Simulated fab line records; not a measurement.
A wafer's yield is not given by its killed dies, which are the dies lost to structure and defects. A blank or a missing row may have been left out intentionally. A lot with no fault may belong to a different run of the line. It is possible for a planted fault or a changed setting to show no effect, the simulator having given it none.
Check for tools in common    flow gf180mcu    39 wafers sampled across 13 lots

== WHY IT WAS OPENED ==
Of 13 lots, 2 have the reading HV_LDD_4_TW flagged at GF_HV_LDD_TW_MEAS_50. Wafers without a fault read 566.5, standard deviation 2.8.
Rule: a lot is flagged when every wafer of it that has a number lies more than 4 standard deviations from that mean, or none has a number. The rest of the lots are taken to be sound.

lot   measured      on             HV_LDD_4_TW, wafer by wafer  flag
L350  day 12 11:44  film-metro-02  563.7 562.0 564.2            
L351  day 12 21:50  film-metro-02  561.2 564.9 562.0            
L354  day 14 02:50  film-metro-02  567.7 563.0 565.4            
L355  day 14 16:26  film-metro-01  566.3 567.9 571.1            
L358  day 15 15:28  film-metro-01  568.7 571.4 568.0            
L360  day 16 05:38  film-metro-03  569.9 568.7 573.6            
L361  day 16 08:24  film-metro-01  565.3 564.6 564.3            
L363  day 17 02:56  film-metro-01  527.8 529.3 532.0            FLAGGED
L365  day 17 22:05  film-metro-03  527.5 531.8 527.8            FLAGGED
L368  day 18 15:34  film-metro-02  562.1 561.4 564.3            
L370  day 19 05:56  film-metro-01  563.4 566.6 568.7            
L371  day 19 11:56  film-metro-03  564.6 566.7 566.5            
L373  day 20 11:35  film-metro-01  566.4 565.4 566.3            
The mean of the flagged lots' numbers is 529.4, -37.1 from the usual (-13 standard deviations).

== EACH LOT AND THE TOOL IT RAN ON ==
The record keeps 1 process step preceding the reading, out of 602 steps on the route. Each cell gives the tool, then ch followed by the chambers the sampled wafers passed through, then the start.
lot   flag     GF_HV_LDD_IMPLANT_48
L350           implanter-02 ch 0, day 12 11:30
L351           implanter-04 ch 0, day 12 21:35
L354           implanter-03 ch 0, day 14 02:35
L355           implanter-02 ch 0, day 14 16:11
L358           implanter-02 ch 0, day 15 15:13
L360           implanter-04 ch 0, day 16 05:24
L361           implanter-04 ch 0, day 16 08:11
L363  FLAGGED  implanter-02 ch 0, day 17 02:43
L365  FLAGGED  implanter-02 ch 0, day 17 21:51
L368           implanter-03 ch 0, day 18 15:19
L370           implanter-03 ch 0, day 19 05:41
L371           implanter-03 ch 0, day 19 11:41
L373           implanter-02 ch 0, day 20 11:21
What these steps do:
- GF_HV_LDD_IMPLANT_48
- GF_HV_LDD_TW_MEAS_50

== FLAGGED OVER TOTAL, TOOL BY TOOL (the gauges that took the reading come last) ==
step                  tool           lots run  flagged  share of the flagged lots  sound lots run after its first flagged lot
GF_HV_LDD_IMPLANT_48  implanter-02   6         2        all                        1 (L373)
GF_HV_LDD_IMPLANT_48  implanter-03   4         0        none                       -
GF_HV_LDD_IMPLANT_48  implanter-04   3         0        none                       -
GF_HV_LDD_TW_MEAS_50  film-metro-01  6         1        some                       2 (L370,L373)
GF_HV_LDD_TW_MEAS_50  film-metro-02  4         0        none                       -
GF_HV_LDD_TW_MEAS_50  film-metro-03  3         1        some                       1 (L371)

== WHAT THE TABLE PERMITS ==
Rows of the table that ran each flagged lot: 1, that is implanter-02 at GF_HV_LDD_IMPLANT_48.
- implanter-02 at GF_HV_LDD_IMPLANT_48: 2 of its 6 lots flagged. Sound lots ran on it after the first flagged one (L373), which a lasting fault on the whole tool wouldn't allow. Its own readings (beam-energy-keV) fall more than 4 standard deviations out on all wafers of the flagged lots.
Every row of the table either missed a flagged lot or ran a sound lot after the first.

== WHAT THE SIMULATOR HAD INSERTED ==
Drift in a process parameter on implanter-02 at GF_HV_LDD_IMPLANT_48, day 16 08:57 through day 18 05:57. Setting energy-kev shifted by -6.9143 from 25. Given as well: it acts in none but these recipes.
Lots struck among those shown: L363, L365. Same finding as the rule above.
